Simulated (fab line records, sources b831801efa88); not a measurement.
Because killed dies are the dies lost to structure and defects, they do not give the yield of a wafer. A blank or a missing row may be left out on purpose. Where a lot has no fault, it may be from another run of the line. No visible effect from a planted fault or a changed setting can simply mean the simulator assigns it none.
A struck lot beside a sound one :: flow sky130 :: 16 steps out of a route of 708
Sound: wafers L701.1, L701.2, L701.4. Struck: wafers L720.2, L720.4 (left out: L720.1, a lot-mate that was not struck); the cause follows at the end.
Order at every step that has rows: each side's tool, ch and its chambers, its first start. Under that, the readings that differ: sound wafers :: struck wafers :: difference of the means :: sigmas: that difference in standard deviations of wafers without a fault.
alike: words and numbers the same on both sides, and readings whose means are apart by under 2 such deviations; not compared: readings that were withheld, readings missing a value for some wafer, numbers with overlapping values and no deviation given by the record, and bounds like >300 which may hide the same value.
Wherever a step has rows on one side only, a row that says differs or no value, or a row with sigmas, the two part there. Numbers that have no deviation but don't overlap get no sigmas and don't part them. A reading missing from all wafers of one side parts the sides only when that side holds two or more wafers.

SKY_SD_N_OVL_MEAS_08:
  struck on overlay-01, day 35 08:47; sound on overlay-02, day 29 06:44
  alike: SD_N_OVL
then, 2 steps without rows for these wafers: SKY_SD_N_IMPLANT_09; SKY_SD_N_IMPLANT_10.
SKY_SD_N_STRIP_11: strips in O2/N2.
  sound on plasma_asher-03 ch 0,1, day 29 07:04; struck on plasma_asher-03 ch 0,1, day 35 09:07
  alike: drypump_motor_current_A, oes_product_au, strip_time_to_endpoint_s
  not compared: rf_hours_counter_h
SKY_SD_N_TW_MEAS_12:
  struck on film_metro-01, day 35 09:13; sound on film_metro-04, day 29 07:10
  alike: SD_N_TW
then, 1 step without rows for these wafers: SKY_SD_N_CLEAN_13 (cleans in SC1/SC2, time 150 s).
SKY_SD_N_RTA_14: time 2 s.
  sound on rtp_anneal-01 ch 0, day 29 07:17; struck on rtp_anneal-02 ch 0, day 35 09:20
  alike: lamp_power_pct, wafer_temp_C_max
SKY_SD_N_RS_MEAS_16: a four-point-probe measurement.
  struck on film_metro-02, day 35 09:30; sound on film_metro-02, day 29 07:27
  alike: SD_N_RS
SKY_SD_N_RS_MEAS_17: a four-point-probe measurement.
  struck on film_metro-02, day 35 09:37; sound on film_metro-02, day 29 07:34
  alike: SD_P_RS
SKY_SD_N_RS_MEAS_18: a four-point-probe measurement.
  struck on film_metro-02, day 35 09:44; sound on film_metro-02, day 29 07:41
  alike: RES_XHIGH_RS
then, 1 step without rows for these wafers: SKY_SALICIDE_CLEAN_00 (cleans in HF-last, time 30 s).
SKY_LI_CONTACT_HDPCVD_00: deposits PSG, target thk 930 nm, time 155 s.
  sound on hdpcvd-02 ch 0,1, day 29 07:50; struck on hdpcvd-02 ch 1, day 35 09:53
reading: sih4_flow_sccm (sccm)
sound: 60.07 59.90 59.99
struck: 71.97 71.89
difference: +11.94
sigmas: +75

reading: model.PSG_of_LI_CONTACT_HDPCVD_00.thk_nm (nm)
sound: 920.7 918.2 939.9
struck: 1109 1106
difference: +181
sigmas: 
SKY_LI_CONTACT_THK_MEAS_01:
  struck on film_metro-01, day 35 09:59; sound on film_metro-04, day 29 07:59
reading: LI_CONTACT_HDPCVD_THK (nm)
sound: 920 918 940
struck: 1109 1107
difference: +182
sigmas: +17
SKY_LI_CONTACT_CMP_02: polishes PSG.
  sound on cmp-01 ch 0,1,3, day 29 08:02; struck on cmp-01 ch 1,3, day 35 10:02
reading: time_to_endpoint_s (s)
sound: 34.3 30.3 34.4
struck: 45.0 46.5
difference: +12.8
sigmas: +4
  alike: motor_current_A
SKY_LI_CONTACT_BOW_MEAS_03:
  struck on film_metro-01, day 35 10:20; sound on film_metro-01, day 29 08:20
reading: LI_CONTACT_BOW (um)
sound: 52 51 46
struck: 61 65
difference: +13
sigmas: +2
next, for these wafers, 1 step has no rows: SKY_PAD_OPEN_PROBE_99.

== WHERE THEY PART ==
Last at SKY_LI_CONTACT_BOW_MEAS_03 as far as this record goes, first at SKY_LI_CONTACT_HDPCVD_00.

WHY: what the simulator had put in
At SKY_LI_CONTACT_HDPCVD_00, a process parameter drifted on hdpcvd-02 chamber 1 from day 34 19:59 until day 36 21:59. A move of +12 in setting sih4_flow_sccm, from 60. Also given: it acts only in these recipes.
